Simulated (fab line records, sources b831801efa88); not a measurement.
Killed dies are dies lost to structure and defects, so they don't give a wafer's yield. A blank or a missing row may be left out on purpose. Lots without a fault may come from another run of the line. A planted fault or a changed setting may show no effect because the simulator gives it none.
fab line records | flow sky130
record lots=6 wafers=18 last_day=50
route steps=708 shown CONTACT@432 METAL1@434 PAD_OPEN@708
lots that met no fault: from a run of the same line without faults
start_h: hours from the record's first day to the start of the lot's first wafer shown | wait_h: hours since the lot's step before | " the same as in the row above | L1.1+2: a row that stands for several wafers | - no value, or no start given | * or withheld: withheld | < > ~ a bound
route shown NAME@n: a module of which the file shows steps, and the number in the route of the first | usual: mean/standard deviation of fault-free wafers | same: alike in all rows | chamber/n: place in a boat | sites: the reading at each site | _std_site: their standard deviation | _edge_site: outer sites' mean less inner sites' | radius_mm: how far each site lies from the wafer's centre | mask NAME#n: copy n | behind: the tool/chamber that last shaped the wafer | hold: why the lot was held/for how many hours/how that ended | device: the transistor (n, p or np) that didn't switch | end of line: the same wafers' tests at the end of the route | a step without rows: its recipe alone | killed: dies lost to structure and defects at the first sort, not the wafer's yield | map: a wafer's dies, x killed, . not, _ none there
set.NAME: the setting as run; set.NAME@STEP: as run at that earlier step | model.NAME: the simulator's own value behind a step, which no gauge read
lots at some steps of the route; a table a step, a row a wafer
services: from which hour (start_h, from the record's first day; less than 0 if before it) a tool's chamber was out of use, for how many hours, and why
## steps
# step SKY_CONTACT_THK_MEAS_26
# recipe thk_meas_gauge=xrf reads=W_of_CONTACT_CVD_24
# usual CONTACT_W_THK=337/6.7
# columns lot.wafer tool chamber start_h wait_h CONTACT_W_THK[nm]
L216.1 film_metro-04 - 736.05 0.1 343
L216.4 " - " " 335
L216.5 " - " " 333
L221.2 film_metro-04 - 786.96 0.1 333
L221.5 " - " " 337
L221.6 " - " " 338
L228.1 film_metro-01 - 829.42 0.1 351
L228.3 " - " " 349
L228.4 " - " " 336
L229.3 film_metro-01 - 835.90 0.1 350
L229.4 " - " " 346
L229.6 " - " " 344
L234.3 film_metro-02 - 882.08 0.1 334
L234.5 " - " " 323
L234.6 " - " " 338
L239.1 film_metro-04 - 910.31 0.1 335
L239.2 " - " " 337
L239.3 " - " " 338
# step SKY_CONTACT_CMP_27
# recipe stop_on=SiO2 t_overpolish_s=15 down_force_psi=3.5 platen_rpm=60 target_thk_nm=0 pad_velocity_m_s=0.94248
# usual motor_current_A=11.3/1.1 overpolish_run_s=15.000/0.0082 platen_rpm=60.00/0.04 retaining_ring_pressure_frac=1.000/0.0051 slurry_filter_dp_kPa=13.49/0.13 time_to_endpoint_s=79/5
# columns lot.wafer tool chamber start_h wait_h motor_current_A overpolish_run_s platen_rpm retaining_ring_pressure_frac slurry_filter_dp_kPa time_to_endpoint_s
L216.1 cmp-02 2 736.11 0.1 11.8 14.999 60.05 1.000 13.24 78
L216.4 " 3 " " 12.2 15.011 60.01 0.996 13.44 80
L216.5 " 3 " " 12.5 15.013 60.03 1.003 13.61 80
L221.2 cmp-01 2 787.01 0.0 10.7 15.008 60.02 1.005 13.57 85
L221.6 " 2 " " 10.7 14.995 60.02 1.004 13.58 85
L221.5 " 3 " " 10.4 15.011 60.02 0.999 13.41 75
L228.3 cmp-02 0 829.48 0.0 12.5 15.003 59.99 0.990 13.51 84
L228.4 " 1 " " 10.2 14.995 59.99 0.993 13.56 73
L228.1 " 3 " " 12.3 15.006 60.03 1.000 13.50 80
L229.4 cmp-02 3 835.99 0.1 12.6 15.001 60.04 1.003 13.45 80
L229.3 " 1 " " 10.1 15.020 59.98 0.997 13.48 74
L229.6 " 2 " " 12.3 14.991 60.04 1.007 13.47 74
L234.3 cmp-01 2 882.12 0.0 10.6 14.999 60.05 0.999 13.44 87
L234.6 " 2 " " 10.9 15.002 60.00 1.006 13.34 85
L234.5 " 3 " " 10.6 14.990 60.02 0.994 13.25 73
L239.1 cmp-02 2 910.42 0.1 11.8 14.997 59.96 1.000 13.57 74
L239.3 " 3 " " 12.0 14.989 60.00 0.999 13.46 84
L239.2 " 0 " " 12.0 15.000 59.97 0.994 13.52 90
# step SKY_METAL1_SPUTTER_00
# recipe material=Ti target_thk_nm=15 power_w=3000 time_s=10 chamber_pressure_pa=0.4
# usual throttle_valve_pct=30.8/1.1
# columns lot.wafer tool chamber start_h wait_h throttle_valve_pct
L216.1 pvd_sputter-02 - 736.41 0.2 30.4
L216.4 " - " " 29.9
L216.5 " - " " 30.0
L221.2 pvd_sputter-01 - 787.31 0.2 29.6
L221.5 " - " " 29.7
L221.6 " - " " 31.2
L228.1 pvd_sputter-01 - 829.78 0.1 28.9
L228.3 " - " " 30.8
L228.4 " - " " 31.3
L229.3 pvd_sputter-02 - 836.24 0.1 30.6
L229.4 " - " " 31.5
L229.6 " - " " 30.0
L234.3 pvd_sputter-02 - 882.42 0.2 31.8
L234.5 " - " " 30.4
L234.6 " - " " 31.8
L239.1 pvd_sputter-01 - 910.67 0.2 30.9
L239.2 " - " " 29.1
L239.3 " - " " 30.5
# step SKY_METAL1_SPUTTER_01
# recipe material=TiN target_thk_nm=20 power_w=6500 time_s=16.7 chamber_pressure_pa=0.4
# usual throttle_valve_pct=30.7/1.1
# columns lot.wafer tool chamber start_h wait_h throttle_valve_pct
L216.1 pvd_sputter-02 - 736.43 0.0 30.0
L216.4 " - " " 29.7
L216.5 " - " " 30.2
L221.2 pvd_sputter-01 - 787.33 0.0 29.6
L221.5 " - " " 29.5
L221.6 " - " " 31.2
L228.1 pvd_sputter-01 - 829.81 0.0 29.0
L228.3 " - " " 31.0
L228.4 " - " " 31.0
L229.3 pvd_sputter-02 - 836.27 0.0 30.3
L229.4 " - " " 31.9
L229.6 " - " " 29.9
L234.3 pvd_sputter-02 - 882.44 0.0 31.7
L234.5 " - " " 30.2
L234.6 " - " " 31.7
L239.1 pvd_sputter-01 - 910.69 0.0 31.4
L239.2 " - " " 29.1
L239.3 " - " " 30.4
# step SKY_METAL1_SPUTTER_02
# recipe material=AlCu target_thk_nm=250 power_w=10600 time_s=13.3 chamber_pressure_pa=0.4
# usual throttle_valve_pct=30.8/1.1
# columns lot.wafer tool chamber start_h wait_h throttle_valve_pct
L216.1 pvd_sputter-02 - 736.46 0.0 30.4
L216.4 " - " " 29.7
L216.5 " - " " 30.5
L221.2 pvd_sputter-01 - 787.36 0.0 29.3
L221.5 " - " " 29.5
L221.6 " - " " 31.1
L228.1 pvd_sputter-01 - 829.83 0.0 29.1
L228.3 " - " " 30.8
L228.4 " - " " 31.5
L229.3 pvd_sputter-02 - 836.29 0.0 30.2
L229.4 " - " " 31.9
L229.6 " - " " 29.7
L234.3 pvd_sputter-02 - 882.47 0.0 31.7
L234.5 " - " " 30.5
L234.6 " - " " 31.8
L239.1 pvd_sputter-01 - 910.72 0.0 31.4
L239.2 " - " " 29.2
L239.3 " - " " 30.8
# step SKY_METAL1_SPUTTER_03
# recipe material=Ti target_thk_nm=5 power_w=3000 time_s=3.3 chamber_pressure_pa=0.4
# usual throttle_valve_pct=30.7/1.1
# columns lot.wafer tool chamber start_h wait_h throttle_valve_pct
L216.1 pvd_sputter-02 - 736.48 0.0 30.3
L216.4 " - " " 30.1
L216.5 " - " " 30.3
L221.2 pvd_sputter-01 - 787.38 0.0 29.5
L221.5 " - " " 29.6
L221.6 " - " " 30.9
L228.1 pvd_sputter-01 - 829.86 0.0 29.4
L228.3 " - " " 30.6
L228.4 " - " " 31.2
L229.3 pvd_sputter-02 - 836.32 0.0 30.7
L229.4 " - " " 31.8
L229.6 " - " " 29.9
L234.3 pvd_sputter-02 - 882.49 0.0 31.6
L234.5 " - " " 30.3
L234.6 " - " " 31.9
L239.1 pvd_sputter-01 - 910.74 0.0 31.2
L239.2 " - " " 29.0
L239.3 " - " " 30.7
# step SKY_METAL1_SPUTTER_04
# recipe material=TiN target_thk_nm=70 power_w=6500 time_s=58.3 chamber_pressure_pa=0.4
# step SKY_METAL1_RS_MEAS_05
# recipe thk_meas_gauge=four-point-probe reads=TiN_of_METAL1_SPUTTER_04+Ti_of_METAL1_SPUTTER_03+AlCu_of_METAL1_SPUTTER_02+TiN_of_METAL1_SPUTTER_01+Ti_of_METAL1_SPUTTER_00
# usual METAL1_ALCU_RS=0.1262/0.0017
# columns lot.wafer tool chamber start_h wait_h METAL1_ALCU_RS[ohm/sq]
L216.1 film_metro-01 - 736.55 0.0 0.1279
L216.4 " - " " 0.1266
L216.5 " - " " 0.1246
L221.2 film_metro-02 - 787.47 0.0 0.1283
L221.5 " - " " 0.1280
L221.6 " - " " 0.1277
L228.1 film_metro-01 - 829.92 0.0 0.1256
L228.3 " - " " 0.1249
L228.4 " - " " 0.1255
L229.3 film_metro-02 - 836.42 0.1 0.1242
L229.4 " - " " 0.1279
L229.6 " - " " 0.1274
L234.3 film_metro-01 - 882.60 0.1 0.1260
L234.5 " - " " 0.1224
L234.6 " - " " 0.1268
L239.1 film_metro-01 - 910.81 0.0 0.1269
L239.2 " - " " 0.1299
L239.3 " - " " 0.1258
# step SKY_METAL1_THK_MEAS_06
# recipe thk_meas_gauge=xrf reads=AlCu_of_METAL1_SPUTTER_02
# usual METAL1_ALCU_THK=248/3.9
# columns lot.wafer tool chamber start_h wait_h METAL1_ALCU_THK[nm]
L216.1 film_metro-01 - 736.67 0.1 243
L216.4 " - " " 247
L216.5 " - " " 249
L221.2 film_metro-02 - 787.58 0.1 247
L221.5 " - " " 248
L221.6 " - " " 248
L228.1 film_metro-01 - 830.04 0.1 247
L228.3 " - " " 248
L228.4 " - " " 247
L229.3 film_metro-02 - 836.52 0.1 255
L229.4 " - " " 247
L229.6 " - " " 249
L234.3 film_metro-01 - 882.70 0.1 245
L234.5 " - " " 253
L234.6 " - " " 245
L239.1 film_metro-01 - 910.93 0.1 244
L239.2 " - " " 240
L239.3 " - " " 246
# step SKY_METAL1_DEHYDRATE_07
# recipe temp_c=200 time_s=60
# step SKY_METAL1_HMDS_08
# recipe prime_time_s=60 prime_temp_c=120
# step SKY_METAL1_COAT_09
# recipe resist=BARC temp_c=withheld time_s=withheld spin_rpm=3000 resist_thk_nm=60
# step SKY_METAL1_COAT_10
# recipe resist=KrF-thick spin_rpm=3000 resist_thk_nm=450
# usual dispense_pressure_kPa=51.6/2 spin_speed_rpm=3000.1/2.1
# columns lot.wafer tool chamber start_h wait_h dispense_pressure_kPa spin_speed_rpm model.KrF-thick_of_METAL1_COAT_10.thk_nm
L216.1 litho_track-02 0 749 - 49.5 3000.7 450.7
L216.4 " 0 " " 49.5 2997.3 451.5
L216.5 " 0 " " 49.5 3001.6 451.9
L221.2 litho_track-02 0 800 - 49.5 2999.8 449.3
L221.5 " 0 " " 49.5 3000.8 449.3
L221.6 " 0 " " 49.5 3001.9 448.9
L228.1 litho_track-02 0 842 - 49.5 2752.2 468.8
L228.3 " 0 843 - 49.5 2748.4 470.9
L228.4 " 0 " " 49.5 2748.4 468.8
L229.3 litho_track-02 0 849 - 49.4 2751.8 470.6
L229.4 " 0 " " 49.5 2752.1 470.5
L229.6 " 0 " " 49.5 2754.2 469.8
L234.3 litho_track-01 0 895 - 53.8 3001.4 452.9
L234.5 " 0 " " 53.7 3001.7 452.6
L234.6 " 0 " " 53.8 3001.0 453.8
L239.1 litho_track-01 0 923 - 53.8 2998.0 451.4
L239.2 " 0 " " 53.8 3000.9 451.8
L239.3 " 0 " " 53.8 2998.8 452.5
# step SKY_METAL1_SOFTBAKE_11
# recipe temp_c=100.7 time_s=90 resist=KrF-thick
# step SKY_METAL1_EXPOSE_12
# recipe mask_id=MM1 na=0.8 source_shape=annular sigma_inner=0.55 sigma_outer=0.85 target_cd_nm=140 dose_mj=28
# step SKY_METAL1_PEB_13
# recipe peb_temp_c=withheld peb_time_s=withheld resist=KrF-thick
# step SKY_METAL1_DEVELOP_14
# recipe develop_time_s=60 resist=KrF-thick dev_temp_c=21
# step SKY_METAL1_CD_MEAS_15
# recipe target_cd_nm=140
# usual cd_nm=139.9/1.3
# columns lot.wafer tool chamber start_h wait_h cd_nm
L216.1 cd_sem-02 - 763.44 - 138.1
L216.4 " - " " 139.9
L216.5 " - " " 139.8
L221.2 cd_sem-02 - 814.87 - 142.9
L221.5 " - " " 142.3
L221.6 " - " " 142.0
L228.1 cd_sem-02 - 855.65 - 140.0
L228.3 " - " " 142.0
L228.4 " - " " 139.8
L229.3 cd_sem-02 - 862.58 - 140.7
L229.4 " - " " 141.7
L229.6 " - " " 140.3
L234.3 cd_sem-01 - 908.63 - 140.3
L234.5 " - " " 140.7
L234.6 " - " " 138.6
L239.1 cd_sem-02 - 935.60 - 139.4
L239.2 " - " " 140.3
L239.3 " - " " 140.3
# step SKY_METAL1_OVL_MEAS_16
# usual METAL1_OVL=1/5.1
# columns lot.wafer tool chamber start_h wait_h METAL1_OVL[nm]
L216.1 overlay-02 - 763.56 0.1 1
L216.4 " - " " -9
L216.5 " - " " -2
L221.2 overlay-02 - 814.98 0.1 1
L221.5 " - " " 0
L221.6 " - " " -5
L228.1 overlay-02 - 855.77 0.1 -10
L228.3 " - " " 5
L228.4 " - " " 13
L229.3 overlay-01 - 862.67 0.1 -4
L229.4 " - " " 2
L229.6 " - " " 0
L234.3 overlay-01 - 908.72 0.1 -9
L234.5 " - " " -7
L234.6 " - " " 4
L239.1 overlay-02 - 935.72 0.1 3
L239.2 " - " " -3
L239.3 " - " " 2
# step SKY_METAL1_DESCUM_17
# recipe chemistry=O2 source_power_w=150 bias_power_w=0 pressure_mtorr=10 temp_c=40 time_s=8
# step SKY_METAL1_ETCH_18
# recipe chemistry=N2/H2 target=BARC ion_energy_ev=200 bias_w=100 pressure_mtorr=30 n2_flow_sccm=100 h2_flow_sccm=200 icp_w=500 stop_on=SiO2 time_s=45.9 target_depth_a=600
# step SKY_METAL1_METAL_ETCH_19
# recipe target_depth_a=3600 stop_on=SiO2 over_etch_frac=0.3 time_s=78 chemistry=Cl2/BCl3 resist_sidewall_deg=88 pressure_mtorr=10 icp_w=900 bias_w=48.5 Cl2_flow_sccm=60 bcl3_flow_sccm=30
# usual drypump_motor_current_A=5.6/0.5 oes_product_au=0.855/0.0062 throttle_valve_pct=22.264/0.0085
# columns lot.wafer tool chamber start_h wait_h drypump_motor_current_A oes_product_au rf_hours_counter_h throttle_valve_pct model.KrF-thick_of_METAL1_COAT_10.thk_nm
L216.1 rie_metal-02 0 763.69 0.0 6.0 0.849 10 22.262 154.1
L216.4 " 0 " " 6.0 0.843 - 22.253 155.5
L216.5 " 1 " " 6.2 0.861 - 22.245 168.5
L221.2 rie_metal-01 0 815.10 0.0 5.1 0.851 9 22.259 161.6
L221.5 " 1 " " 5.6 0.851 - 22.269 149.1
L221.6 " 0 " " 5.1 0.858 - 22.271 157
L228.1 rie_metal-01 1 855.90 0.0 5.6 0.858 7 22.273 167.2
L228.3 " 0 " " 5.1 0.857 - 22.269 177.6
L228.4 " 1 " " 5.7 0.854 - 22.255 171.2
L229.3 rie_metal-02 1 862.82 0.1 6.3 0.866 - 22.267 187.7
L229.4 " 0 " " 6.0 0.856 - 22.267 175.3
L229.6 " 0 " " 6.0 0.854 - 22.253 173.3
L234.3 rie_metal-02 0 908.87 0.1 6.0 0.867 - 22.293 155.1
L234.5 " 0 " " 6.0 0.853 - 22.272 155.1
L234.6 " 1 " " 6.3 0.858 - 22.258 164.3
L239.1 rie_metal-01 0 935.85 0.0 5.1 0.855 14 22.277 157.4
L239.2 " 1 " " 5.6 0.852 11 22.267 150.2
L239.3 " 1 " " 5.6 0.857 - 22.264 152.3
# step SKY_METAL1_STRIP_20
# recipe chemistry=O2/N2 power_w=1400 pressure_mtorr=1500 platen_temp_c=withheld o2_flow_sccm=3000 n2_flow_sccm=300 overash_fraction=0.5
# usual drypump_motor_current_A=5.8/0.47 oes_product_au=0.342/0.005 strip_time_to_endpoint_s=2.68/0.071
# same overash_fraction=0.5
# columns lot.wafer tool chamber start_h wait_h drypump_motor_current_A oes_product_au rf_hours_counter_h strip_time_to_endpoint_s
L216.1 plasma_asher-02 0 763.78 0.1 5.6 0.339 51 2.64
L216.4 " 0 " " 5.6 0.341 - 2.66
L216.5 " 0 " " 5.6 0.346 - 2.81
L221.2 plasma_asher-03 1 815.19 0.1 6.7 0.342 38 2.73
L221.5 " 1 " " 6.7 0.342 - 2.58
L221.6 " 0 " " 5.7 0.341 - 2.66
L228.1 plasma_asher-03 1 855.99 0.1 6.7 0.347 42 2.78
L228.3 " 0 " " 5.7 0.349 - 2.90
L228.4 " 1 " " 6.7 0.348 - 2.82
L229.3 plasma_asher-03 0 862.91 0.1 5.7 0.357 - 3.00
L229.4 " 1 " " 6.7 0.352 - 2.88
L229.6 " 1 " " 6.7 0.349 - 2.86
L234.3 plasma_asher-03 1 908.96 0.1 6.6 0.348 - 2.65
L234.5 " 0 " " 5.7 0.346 - 2.65
L234.6 " 1 " " 6.7 0.347 - 2.75
L239.1 plasma_asher-02 1 935.94 0.1 5.6 0.345 69 2.68
L239.2 " 0 " " 5.6 0.337 69 2.59
L239.3 " 0 " " 5.6 0.343 - 2.64
# step SKY_METAL1_STRIP_21
# recipe chemistry=post_etch_residue_remover time_s=1200 temp_c=72.5
# step SKY_PAD_OPEN_PROBE_99
# usual defect_limited_yield=82.6/1.9 killed_at_M0_to_M3=42/7 killed_at_M4_up=3.2/1.6 killed_at_contacts=24/5.8 killed_at_front_end=16/4.3 killed_dies=86/9.5 killed_open=46/6.4 killed_short=39/6.3 sort_bin_3_pad_short=0.9/0.43 sort_bin_5_function=10.5/1.4 sort_bin_6_memory=6.1/1.2 sort_n_pass=406/9.5 sort_yield_pct=82.6/1.9
# same gross_dies=492 killed_at_back_side=0 killed_at_other=0 sort_bin_4_leakage[%]=0 sort_bin_8_speed[%]=0
# columns lot.wafer tool chamber start_h wait_h defect_limited_yield[%] killed_at_M0_to_M3 killed_at_M4_up killed_at_contacts killed_at_front_end killed_dies killed_open killed_short sort_bin_3_pad_short[%] sort_bin_5_function[%] sort_bin_6_memory[%] sort_n_pass sort_yield_pct[%]
L216.1 prober-02 - 1077.51 0.1 82.1 47 3 20 18 88 46 42 1.6 10.8 5.5 404 82.1
L216.4 prober-02 - 1077.66 0.2 82.7 40 2 23 20 85 51 34 1.0 10.6 5.7 407 82.7
L216.5 prober-02 - 1077.71 0.2 79.1 50 2 29 22 103 62 41 0.4 14.0 6.5 389 79.1
L221.2 prober-02 - 1116.57 0.1 81.5 49 2 26 14 91 47 44 1.4 11.8 5.3 401 81.5
L221.5 prober-02 - 1116.72 0.2 81.5 47 3 31 10 91 46 45 1.2 10.6 6.7 401 81.5
L221.6 prober-02 - 1116.77 0.2 84.3 41 3 20 13 77 36 41 1.0 8.9 5.7 415 84.3
L228.1 prober-02 - 1147.97 0.1 80.9 40 4 30 20 94 51 43 0.6 10.4 8.1 398 80.9
L228.3 prober-02 - 1148.07 0.2 81.1 49 1 27 16 93 53 39 0.6 11.4 6.9 399 81.1
L228.4 prober-02 - 1148.12 0.2 84.1 30 7 23 18 78 45 33 1.0 10.0 4.9 414 84.1
L229.3 prober-01 - 1150.55 0.2 79.3 58 4 24 16 102 53 48 0.6 11.2 8.9 390 79.3
L229.4 prober-01 - 1150.60 0.2 85.8 36 2 20 12 70 39 31 1.2 8.1 4.9 422 85.8
L229.6 prober-01 - 1150.70 0.2 86.4 35 1 18 13 67 38 28 0.8 6.9 5.9 425 86.4
L234.3 prober-02 - 1183.42 0.2 81.3 54 3 20 15 92 51 41 1.8 10.4 6.5 400 81.3
L234.5 prober-02 - 1183.52 0.2 83.1 38 5 21 19 83 40 42 1.0 11.4 4.5 409 83.1
L234.6 prober-02 - 1183.57 0.2 85.0 37 5 19 13 74 46 28 0 9.1 5.9 418 85.0
L239.1 prober-01 - 1200.81 0.1 82.1 50 3 19 16 88 47 41 1.2 10.8 5.9 404 82.1
L239.2 prober-01 - 1200.86 0.1 81.5 46 6 17 22 91 44 47 1.0 11.8 5.7 401 81.5
L239.3 prober-01 - 1200.91 0.2 82.9 44 5 25 10 84 43 41 1.4 9.8 5.9 408 82.9
# killed by level:class
L216.1 VIA1:geometric_particle:open=14 CONTACT:geometric_particle:open=10 METAL2:geometric_particle:short=7 FIELD_ISO:geometric_particle:short=6 CONTACT:geometric_particle:short=6 POLY_GATE:geometric_particle:short=4 VIA2:geometric_particle:open=4 LI_CONTACT:geometric_particle:open=4
L216.4 VIA1:geometric_particle:open=14 LI_CONTACT:geometric_particle:open=9 CONTACT:geometric_particle:open=8 POLY_GATE:geometric_particle:short=6 VIA2:geometric_particle:open=6 FIELD_ISO:geometric_particle:open=4 METAL1:geometric_particle:short=4 METAL2:geometric_particle:short=4
L216.5 CONTACT:geometric_particle:open=11 VIA1:geometric_particle:open=11 POLY_GATE:geometric_particle:open=10 VIA3:geometric_particle:open=10 VIA2:geometric_particle:open=6 POLY_GATE:geometric_particle:short=5 LI_CONTACT:geometric_particle:open=5 LOCAL_INTERCONNECT:geometric_particle:short=5
L221.2 VIA3:geometric_particle:open=13 LI_CONTACT:geometric_particle:open=7 CONTACT:geometric_particle:open=7 POLY_GATE:geometric_particle:short=6 LOCAL_INTERCONNECT:geometric_particle:short=6 METAL1:geometric_particle:short=6 VIA1:geometric_particle:short=6 VIA1:geometric_particle:open=6
L221.5 LI_CONTACT:geometric_particle:open=9 VIA3:geometric_particle:open=9 VIA1:geometric_particle:open=9 LOCAL_INTERCONNECT:geometric_particle:short=7 CONTACT:geometric_particle:open=7 METAL1:geometric_particle:short=6 METAL2:geometric_particle:short=6 LI_CONTACT:geometric_particle:short=4
L221.6 METAL1:geometric_particle:short=9 VIA1:geometric_particle:open=8 CONTACT:geometric_particle:open=8 METAL2:geometric_particle:short=6 FIELD_ISO:geometric_particle:short=5 LI_CONTACT:geometric_particle:open=5 METAL3:geometric_particle:short=5 FIELD_ISO:geometric_particle:open=4
L228.1 VIA1:geometric_particle:open=13 CONTACT:geometric_particle:open=11 LI_CONTACT:geometric_particle:open=8 POLY_GATE:geometric_particle:short=7 VIA2:geometric_particle:open=7 VIA1:geometric_particle:short=6 LOCAL_INTERCONNECT:geometric_particle:short=5 CONTACT:geometric_particle:short=5
L228.3 VIA1:geometric_particle:open=12 CONTACT:geometric_particle:short=11 VIA3:geometric_particle:open=11 VIA2:geometric_particle:open=7 CONTACT:geometric_particle:open=7 METAL1:geometric_particle:short=5 VIA1:geometric_particle:short=5 FIELD_ISO:geometric_particle:open=4
L228.4 CONTACT:geometric_particle:open=10 LI_CONTACT:geometric_particle:open=7 VIA1:geometric_particle:open=6 VIA2:geometric_particle:open=6 POLY_GATE:geometric_particle:open=5 METAL1:geometric_particle:short=5 VIA1:geometric_particle:short=4 METAL4:geometric_particle:short=4
L229.3 CONTACT:geometric_particle:open=12 VIA1:geometric_particle:open=11 METAL2:geometric_particle:short=10 VIA3:geometric_particle:open=10 LOCAL_INTERCONNECT:geometric_particle:short=8 VIA1:geometric_particle:short=7 METAL1:geometric_particle:short=6 VIA2:geometric_particle:open=5
L229.4 VIA1:geometric_particle:open=10 VIA2:geometric_particle:open=8 LOCAL_INTERCONNECT:geometric_particle:short=6 CONTACT:geometric_particle:open=6 CONTACT:geometric_particle:short=4 METAL2:geometric_particle:short=4 FIELD_ISO:geometric_particle:short=3 FIELD_ISO:geometric_particle:open=3
L229.6 CONTACT:geometric_particle:open=7 VIA3:geometric_particle:open=7 VIA2:geometric_particle:open=6 FIELD_ISO:geometric_particle:open=4 FIELD_ISO:geometric_particle:short=4 LI_CONTACT:geometric_particle:open=4 CONTACT:geometric_particle:short=4 VIA1:geometric_particle:open=4
L234.3 CONTACT:geometric_particle:open=14 VIA2:geometric_particle:open=11 VIA1:geometric_particle:open=9 METAL1:geometric_particle:short=8 METAL2:geometric_particle:short=6 FIELD_ISO:geometric_particle:short=5 VIA3:geometric_particle:open=5 CONTACT:geometric_particle:short=4
L234.5 VIA1:geometric_particle:open=8 CONTACT:geometric_particle:open=7 METAL2:geometric_particle:short=7 CONTACT:geometric_particle:short=6 VIA3:geometric_particle:open=6 FIELD_ISO:geometric_particle:short=5 VIA2:geometric_particle:open=5 LI_CONTACT:geometric_particle:open=4
L234.6 VIA1:geometric_particle:open=12 CONTACT:geometric_particle:open=11 FIELD_ISO:geometric_particle:open=5 METAL1:geometric_particle:short=5 VIA2:geometric_particle:open=5 METAL4:geometric_particle:short=4 VIA3:geometric_particle:open=4 POLY_GATE:geometric_particle:short=3
L239.1 VIA2:geometric_particle:open=8 VIA1:geometric_particle:open=8 METAL2:geometric_particle:short=6 VIA1:geometric_particle:short=6 METAL1:geometric_particle:short=5 LI_CONTACT:geometric_particle:open=5 CONTACT:geometric_particle:open=5 CONTACT:geometric_particle:short=5
L239.2 METAL2:geometric_particle:short=13 VIA3:geometric_particle:open=8 CONTACT:geometric_particle:open=6 FIELD_ISO:geometric_particle:short=5 VIA1:geometric_particle:open=5 POLY_GATE:geometric_particle:short=5 LI_CONTACT:geometric_particle:open=5 FIELD_ISO:geometric_particle:open=4
L239.3 VIA1:geometric_particle:open=13 CONTACT:geometric_particle:open=11 CONTACT:geometric_particle:short=6 VIA3:geometric_particle:open=6 METAL1:geometric_particle:short=5 VIA1:geometric_particle:short=5 METAL4:geometric_particle:short=5 LOCAL_INTERCONNECT:geometric_particle:short=4
## services
# columns tool chamber start_h hours kind
pvd_sputter-02 3 731.71 - consumable_replace:kit
pvd_sputter-02 3 731.71 18.0 scheduled_down
pvd_sputter-02 3 731.71 18.0 vent_cycle
cmp-02 - 744.00 4.0 pm
cmp-02 - 748.00 - consumable_replace:conditioner
cmp-02 - 783.96 0.5 repair
plasma_asher-02 - 817.16 4.3 pm
rie_metal-02 - 829.66 0.2 repair
cmp-02 - 836.76 6.3 pm
pvd_sputter-01 0 843.00 - consumable_replace:kit
pvd_sputter-01 0 843.00 18.0 scheduled_down
pvd_sputter-01 0 843.00 18.0 vent_cycle
cmp-01 - 843.30 5.4 pm
cmp-01 - 863.45 1.8 repair
pvd_sputter-01 - 870.85 6.7 repair
cmp-02 - 887.93 1.4 repair
cmp-02 - 893.59 8.4 repair
cmp-01 - 912.00 4.0 pm
cmp-02 - 924.09 0.6 repair
pvd_sputter-01 - 926.13 2.9 repair
cmp-01 - 928.78 6.8 pm
pvd_sputter-01 3 929.23 - consumable_replace:kit
pvd_sputter-01 3 929.23 18.0 scheduled_down
pvd_sputter-01 3 929.23 18.0 vent_cycle
## key
first_sign step=SKY_METAL1_COAT_10 reading=spin_speed_rpm direction=down sigmas=99+ usual=3000.1 struck=2751.2
effect step=SKY_METAL1_STRIP_20 reading=strip_time_to_endpoint_s direction=up sigmas=2.8 usual=* struck=*
model_effect step=SKY_METAL1_COAT_10 value=KrF-thick_of_METAL1_COAT_10.thk_nm without=450.1 struck=469.9
model_effect step=SKY_METAL1_METAL_ETCH_19 value=KrF-thick_of_METAL1_COAT_10.thk_nm without=155.6 struck=175.4
met_at SKY_METAL1_COAT_10
struck_wafers L228.1,L228.3,L228.4,L229.3,L229.4,L229.6
fault kind=process_parameter_drift tool=litho_track-02 chamber=- onset_h=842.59 steps=SKY_METAL1_COAT_10 channel=spin_rpm offset=-247.78 shape=step end_h=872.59 acts_in=these_recipes_only stated=3000
